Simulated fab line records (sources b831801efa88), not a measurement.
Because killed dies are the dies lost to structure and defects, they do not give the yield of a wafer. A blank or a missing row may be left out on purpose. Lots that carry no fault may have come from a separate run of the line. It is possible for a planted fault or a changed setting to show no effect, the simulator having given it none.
Comparing a struck lot with a sound one / flow gf180mcu / 16 out of 602 route steps
Sound: these wafers, L647.2, L647.4, L647.5. The struck wafers were L655.3, L655.4, L655.5. Last of all comes the cause.
Per side, at each step with rows, come the tool, then ch with its chambers, and then its first start. Under that, the readings that differ: sound wafers / struck wafers / difference of the means / sigmas: that difference in standard deviations of wafers without a fault.
alike: same words and numbers on both sides, and readings whose means sit less than 2 such deviations apart. not compared: any withheld reading, any reading some wafer has no value for, any bound like >300 that may hide the same value, and any number with overlapping values for which the record gives no deviation.
Wherever a step has rows on one side only, a row that says differs or no value, or a row with sigmas, the two part there. Numbers that have no deviation but don't overlap get no sigmas and don't part them. A reading missing from all wafers of one side parts the sides only when that side holds two or more wafers.

GF_MIM_STRIP_20: strips in O2/N2.
  sound on plasma_asher-04 ch 1, day 28 18:06; struck on plasma_asher-03 ch 0,1, day 31 08:46
reading=heater_power_w (W); sound=351 362 362; struck=319 343 329; difference=-28; sigmas=-2
  alike: drypump_motor_current_A, oes_product_au, strip_time_to_endpoint_s
  not compared: rf_hours_counter_h
then, 9 steps without rows for these wafers: GF_MIM_STRIP_21 (strips in post etch residue remover, time 1200 s); GF_MIM_CLEAN_22 (cleans in DIW); GF_M5_DEHYDRATE_00 (time 60 s); GF_M5_HMDS_01 (prime time 60 s); GF_M5_COAT_02 (resist thk 1000 nm); GF_M5_SOFTBAKE_03 (time 60 s); GF_M5_EXPOSE_04 (exposes mask Metal5, target cd 280 nm); GF_M5_PEB_05 (peb time 90 s); GF_M5_DEVELOP_06 (develop time 60 s).
GF_M5_CD_MEAS_07: the cd target is 280 nm.
  sound on cd_sem-01 at day 29 12:52; struck on cd_sem-01 at day 32 02:12
  alike: cd_nm
GF_M5_OVL_MEAS_08:
  sound on overlay-02 at day 29 12:59; struck on overlay-02 at day 32 02:17
reading=M5_OVL (nm); sound=-4 -2 -4; struck=12 12 14; difference=+16; sigmas=+3
GF_M5_ETCH_09: etches Si3N4 in CF4/O2, target depth 52 nm, time 11.6 s.
  sound on rie_diel-04 ch 1,2, day 29 13:01; struck on rie_diel-04 ch 0,1,2, day 32 02:19
reading=oes_product_au (a.u.); sound=0.997 0.996 1.005; struck=1.227 1.232 1.207; difference=+0.223; sigmas=+28
reading=throttle_valve_pct (%); sound=5.964 5.981 5.971; struck=6.018 6.043 6.028; difference=+0.058; sigmas=+6
reading=model.etch.depth_nm (nm); sound=51.94 52.17 52.56; struck=70.57 70.75 69.02; difference=+17.89; sigmas=
reading=model.KrF_of_M5_COAT_02.thk_nm (nm); sound=951.5 950.1 950.6; struck=942.1 942.8 940.5; difference=-8.9; sigmas=
  alike: drypump_motor_current_A
  not compared: rf_hours_counter_h
GF_M5_METAL_ETCH_10: etches the open film in Cl2/BCl3, stops on SiO2, target depth 627.5 nm, time 104.6 s.
  sound on rie_metal-01 ch 0,1, day 29 13:02; struck on rie_metal-02 ch 0,1, day 32 02:22
  alike: drypump_motor_current_A, he_backside_leak_sccm, oes_product_au, throttle_valve_pct
  not compared: rf_hours_counter_h, model.KrF_of_M5_COAT_02.thk_nm
GF_M5_STRIP_11: strips in O2/N2.
  sound on plasma_asher-04 ch 1, day 29 13:09; struck on plasma_asher-04 ch 0,1, day 32 02:29
  alike: drypump_motor_current_A, heater_power_w, oes_product_au, strip_time_to_endpoint_s
  not compared: rf_hours_counter_h
next, for these wafers, 1 step has no rows: GF_PASSIVATION_PROBE_99.

== WHERE THEY PART ==
At GF_MIM_STRIP_20 first; at GF_M5_ETCH_09 last (within this record only). Later steps at which nothing parts them and some readings are alike: GF_M5_METAL_ETCH_10, GF_M5_STRIP_11.

WHY: what the simulator had put in
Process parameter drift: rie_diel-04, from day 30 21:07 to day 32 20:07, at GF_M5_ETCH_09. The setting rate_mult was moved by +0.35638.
